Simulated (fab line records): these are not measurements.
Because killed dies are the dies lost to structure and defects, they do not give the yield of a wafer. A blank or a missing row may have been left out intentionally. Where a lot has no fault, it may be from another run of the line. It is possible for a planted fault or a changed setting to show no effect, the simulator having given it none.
Code-filled problem report in 8D (eight disciplines) form / flow sky130 / the parts of the form that need people (team, actions taken, sign-off) are left out

1. THE ISSUE
RES_XHIGH_TW at SKY_RES_XHIGH_TW_MEAS_09 reads a mean of 30 on 3 wafers of 1 lot; wafers without a fault read 1637 with a standard deviation of 11. So: -99 or more standard deviations from the usual mean.
The first sign was on wafer L406.4 at day 30 10:28, on film_metro-02. Wafers with a number at this step in the record: 39, from 13 lots. By rule, "out" or "out of limits" means more than 4 standard deviations away from the usual mean. The other wafers with a number count as sound.

2. WHAT IT IS, WHAT IT ISN'T
question=which readings at this step | is=RES_XHIGH_TW | is not=-
question=which lots | is=L406 | is not=L396, L397, L399, L400, L401, L402, L403, L412, L414, L415, L418, L419
question=which wafers of those lots | is=all that have a number | is not=-
question=read on which gauges | is=film_metro-02 | is not=film_metro-01, film_metro-04
question=when | is=from day 30 10:28 | is not=up to then (21 sound wafers); but 15 sound wafers of L412, L414, L415, L418, L419 came after

3. SUSPECTS, AND WHAT RULES EACH OUT
Counting: a tool at a process step up to the reading stays a suspect if it ran every lot that is out and no sound lot after the first of them.
- ruled out: the gauge at SKY_RES_XHIGH_TW_MEAS_09. All the wafers that are out were read on film_metro-02, but those of them that SKY_SD_P_STRIP_10 has rows for are out there too, on other tools.
- plasma_asher-01 at SKY_VT_ADJUST_HVTR_STRIP_10 (strips in O2/N2): ruled out as a lasting fault. Sound lots L412, L414, L415, L418, L419 ran on it after its first lot that is out, L406 (day 12 12:38).
- rie_diel-02 at SKY_SONOS_ONO_ETCH_15 (etches the open film in CHF3/O2, target depth 19.52 nm, time 7.8 s): ruled out as a lasting fault. Sound lots L415, L419 ran on it after its first lot that is out, L406 (day 16 03:00).
- plasma_asher-04 at SKY_SD_P_STRIP_10 (strips in O2/N2): ruled out as a lasting fault. Sound lots L415, L418 ran on it after its first lot that is out, L406 (day 29 06:32).
- plasma_asher-03 at SKY_RES_XHIGH_STRIP_08 (strips in O2/N2): ruled out as a lasting fault. Sound lots L414, L418 ran on it after its first lot that is out, L406 (day 30 10:23).
Left after counting: nothing in the record.

4. THE CAUSE (what the simulator had put in)
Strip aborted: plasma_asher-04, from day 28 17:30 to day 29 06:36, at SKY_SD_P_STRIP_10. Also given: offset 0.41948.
Counting ruled it out, wrongly: the rule takes a fault to strike every lot that its tool runs from its start on, and this one did not.

5. THE EFFECT CHAIN, in route order
Each row: a reading whose mean over the struck wafers that have a number lies more than 3 standard deviations from the usual. Readings are gone through only where the record gives a usual standard deviation; hours: the median, over the lots, of the time from a lot's start at the first step in this table giving one to that lot's start at this step; sigmas: the change measured in usual standard deviations.
hours=0; step=SKY_SD_P_STRIP_10; reading=oes_product_au; usual=0.618 a.u.; on struck wafers=0.784; change=+0.166; sigmas=+35
hours=28; step=SKY_RES_XHIGH_STRIP_08; reading=strip_time_to_endpoint_s; usual=14.29 s; on struck wafers=16.56; change=+2.27; sigmas=+69
hours=28; step=SKY_RES_XHIGH_TW_MEAS_09; reading=RES_XHIGH_TW; usual=1637; on struck wafers=30; change=-1607; sigmas=-99 or more
Process steps it contains:
- SKY_SD_P_STRIP_10: strips in O2/N2.
- SKY_RES_XHIGH_STRIP_08: strips in O2/N2.
Readings that are blank on the struck wafers while sound wafers have them: strip_time_to_endpoint_s at SKY_SD_P_STRIP_10.

6. WHAT WOULD HAVE CAUGHT IT SOONER
In this record the first reading out of limits at a measuring or inspecting step was taken at day 30 10:28, 41 hours after the fault began at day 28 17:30.
The tool's own readings at SKY_SD_P_STRIP_10 were out on every struck wafer that the step has a row for (oes_product_au): an alarm limit on them would have fired on the first of those.
